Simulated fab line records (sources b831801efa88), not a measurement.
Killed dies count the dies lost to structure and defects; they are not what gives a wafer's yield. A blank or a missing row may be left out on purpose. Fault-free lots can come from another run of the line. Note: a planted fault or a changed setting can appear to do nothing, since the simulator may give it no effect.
One fault seen from 2 desks :: flow gf180mcu :: only its own numbers are on each desk; what lay behind them is given at the end

THE METROLOGY DESK
Means of the sampled wafers that have a number, per lot and without regard to the tool the lot ran on: this is what the gauges read. A lot is out of limits, marked OUT, if its mean lies more than 4 standard deviations from the usual mean; the brackets give that distance.
Columns: A = HV_LDD_TW at GF_HV_LDD_TW_MEAS_11, usual 2415; B = cd-nm at GF_HV_LDD_CD_MEAS_19, usual 399.0 nm; C = HV_LDD_01_OVL at GF_HV_LDD_OVL_MEAS_20, usual 1.2 nm
lot: L373
first seen here: day 10 22:02
A: 2451
B: 397.9
C: 1.5

lot: L381
first seen here: day 13 07:20
A: 2458
B: 401.6
C: 1.1

lot: L387
first seen here: day 15 05:12
A: 2413
B: 395.6
C: 0.8

lot: L388
first seen here: day 15 13:53
A: 2410
B: 398.9
C: 1.7

lot: L389
first seen here: day 15 22:26
A: 2421
B: 397.3
C: 1.1

lot: L391
first seen here: day 16 15:23
A: 2435
B: 398.1
C: 1.0
This desk's finding: nothing out of limits on any of the 6 lots.

AT THE TOOL OWNER'S DESK: implanter-04
GF_HV_LDD_IMPLANT_21, tool's own readings: per-lot mean of the sampled wafers with a number, covering each lot this tool ran. A lot is out of limits, marked OUT, if its mean lies more than 4 standard deviations from the usual mean; the brackets give that distance.
Columns: A = dose-ions-cm2 at GF_HV_LDD_IMPLANT_21, usual 5.001e+13
lot: L373
first seen here: day 11 16:13
A: 5.003e+13

lot: L387
first seen here: day 16 03:01
A: 4.775e+13 (-42) OUT

lot: L391
first seen here: day 17 13:23
A: 4.770e+13 (-43) OUT
This desk finds L387, L391 out of limits, L387 being first, at day 16 03:01 (dose-ions-cm2 at GF_HV_LDD_IMPLANT_21). In limits: L373.

ALL TOGETHER
At day 16 03:01, on L387, L391, the tool owner's desk was in a position to raise an alarm.
From the metrology desk's view, nothing was out of limits.
The metrology desk has L387, L391 on record, within its limits.
Of the lots named, all ran GF_HV_LDD_IMPLANT_21 on implanter-04.

WHAT THE SIMULATOR HAD INSERTED
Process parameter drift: implanter-04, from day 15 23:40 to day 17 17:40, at GF_HV_LDD_IMPLANT_21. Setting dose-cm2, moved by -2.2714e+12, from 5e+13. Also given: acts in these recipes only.
Lots struck among those shown: L387, L391.
Each desk's first reading out of limits, in hours after the fault started: the tool owner's desk, 3.
